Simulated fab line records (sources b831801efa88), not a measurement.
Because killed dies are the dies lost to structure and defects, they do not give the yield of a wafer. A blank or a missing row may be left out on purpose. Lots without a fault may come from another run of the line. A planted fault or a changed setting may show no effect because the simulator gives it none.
Which tool was responsible? | flow gf180mcu | 38 wafers from 13 lots sampled at 2 of the route's 602 steps

WHAT THE GAUGES READ, wafer by wafer
GF_M2_THK_MEAS_06: measures by xrf.
lot  | measured     | on            | M2_ALCU_THK (nm)
L382 | day 18 04:02 | film_metro-03 | 452 454 451
L383 | day 18 12:41 | film_metro-01 | 449 450 445
L384 | day 19 10:11 | film_metro-01 | 438 448 447
L385 | day 19 20:40 | film_metro-04 | 440 447 448
L386 | day 19 17:34 | film_metro-04 | 447 456 458
L387 | day 20 06:36 | film_metro-01 | 452 438 445
L388 | day 20 14:22 | film_metro-03 | 454 462 461
L389 | day 21 01:17 | film_metro-01 | 437 434 440
L390 | day 21 07:27 | film_metro-01 | 449 452 451
L391 | day 21 13:07 | film_metro-01 | 451 447 451
L392 | day 22 02:16 | film_metro-04 | 453 456 459
L393 | day 22 06:29 | film_metro-04 | 451 448 454
L400 | day 24 14:59 | film_metro-01 | 442 444

EACH LOT AND THE TOOL THAT RAN IT (in order: tool; ch and the chambers of the sampled wafers; start)
lot  | GF_STI_ETCH_14
L382 | rie_si-02 ch 0,1, day 2 01:26
L383 | rie_si-02 ch 0,1,3, day 2 07:50
L384 | rie_si-02 ch 1,3, day 2 14:41
L385 | rie_si-02 ch 2,3, day 2 19:02
L386 | rie_si-02 ch 0,1,2, day 2 23:07
L387 | rie_si-01 ch 0,3, day 3 02:50
L388 | rie_si-01 ch 0,2,3, day 3 08:38
L389 | rie_si-01 ch 0,1,3, day 3 17:07
L390 | rie_si-02 ch 2,3, day 3 20:52
L391 | rie_si-02 ch 1,2,3, day 3 23:47
L392 | rie_si-02 ch 0,1,3, day 4 04:53
L393 | rie_si-02 ch 0,1,2, day 4 10:14
L400 | rie_si-02 ch 0,2, day 6 00:19
- GF_STI_ETCH_14: etches Si in HBr/Cl2/O2, target depth 360 nm, time 102.9 s.

WHAT THE TOOLS THEMSELVES READ (means of the sampled wafers that have a number; where no wafer has one, the mark that the record gives instead)
GF_STI_ETCH_14.
lot  | tool      | drypump_motor_current_A (A) | oes_product_au (a.u.) | run_length_s (s) | throttle_valve_pct (%)
L382 | rie_si-02 | 5.9                         | 0.997                 | 131.5            | 25.660
L383 | rie_si-02 | 5.7                         | 1.000                 | 131.4            | 25.647
L384 | rie_si-02 | 5.6                         | 0.993                 | 131.2            | 25.659
L385 | rie_si-02 | 5.5                         | 0.999                 | 131.4            | 25.654
L386 | rie_si-02 | 5.6                         | 0.998                 | 131.1            | 25.654
L387 | rie_si-01 | 6.3                         | 1.019                 | 130.9            | 25.643
L388 | rie_si-01 | 6.1                         | 1.017                 | 131.0            | 25.640
L389 | rie_si-01 | 5.8                         | 1.023                 | 130.9            | 25.639
L390 | rie_si-02 | 5.4                         | 1.004                 | 131.1            | 25.645
L391 | rie_si-02 | 5.5                         | 0.997                 | 131.2            | 25.652
L392 | rie_si-02 | 5.7                         | 0.997                 | 131.6            | 25.655
L393 | rie_si-02 | 5.6                         | 0.994                 | 131.0            | 25.661
L400 | rie_si-02 | 5.7                         | 0.997                 | 133.8            | 25.665

THE ANSWER, worked out from the rows above alone
Rule: usual is defined by the lots themselves. The widest of any qualifying gaps counts: lots, ordered by their means at a reading, are off when they make up no more than a third of the lots, leave a main group of 4 or more, and stand apart from it by 3 or more times the standard deviation of that group's means. A main group whose means are all the same, to the digits that the tables above print for the reading, isn't used. A lot without any number at a reading at which 4 lots or more have one is off too. The other lots that the step has rows for count as sound. The gauges are gone through in route order, then the tools' own readings, and for those a lot's mean is taken as printed above. The first step at which some lot is off is used, and at that step the reading that is off furthest; a lot without a number counts as furthest.
Off: L400 (GF_STI_ETCH_14, run_length_s). Mean 131.2 s and standard deviation 0.23 in the main group.
A tool fits if, at that step or a process step before it, it ran every lot that is off, and no sound lot after the first of them. One fits: GF_STI_ETCH_14 on rie_si-02. Its last sound lot is L393 (day 4 10:14), its first lot that is off L400 (day 6 00:19): a fault that began between those two fits.
The tool's own readings at GF_STI_ETCH_14 bear it out: on the lots that are off they differ by more than 5 times the standard deviation of the sound lots' means. run_length_s reads 133.8 s there against 131.2 s on the sound lots.

WHAT HAD BEEN PUT IN BY THE SIMULATOR
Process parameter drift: rie_si-02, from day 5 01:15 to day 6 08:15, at GF_STI_ETCH_14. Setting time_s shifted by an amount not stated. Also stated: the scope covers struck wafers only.
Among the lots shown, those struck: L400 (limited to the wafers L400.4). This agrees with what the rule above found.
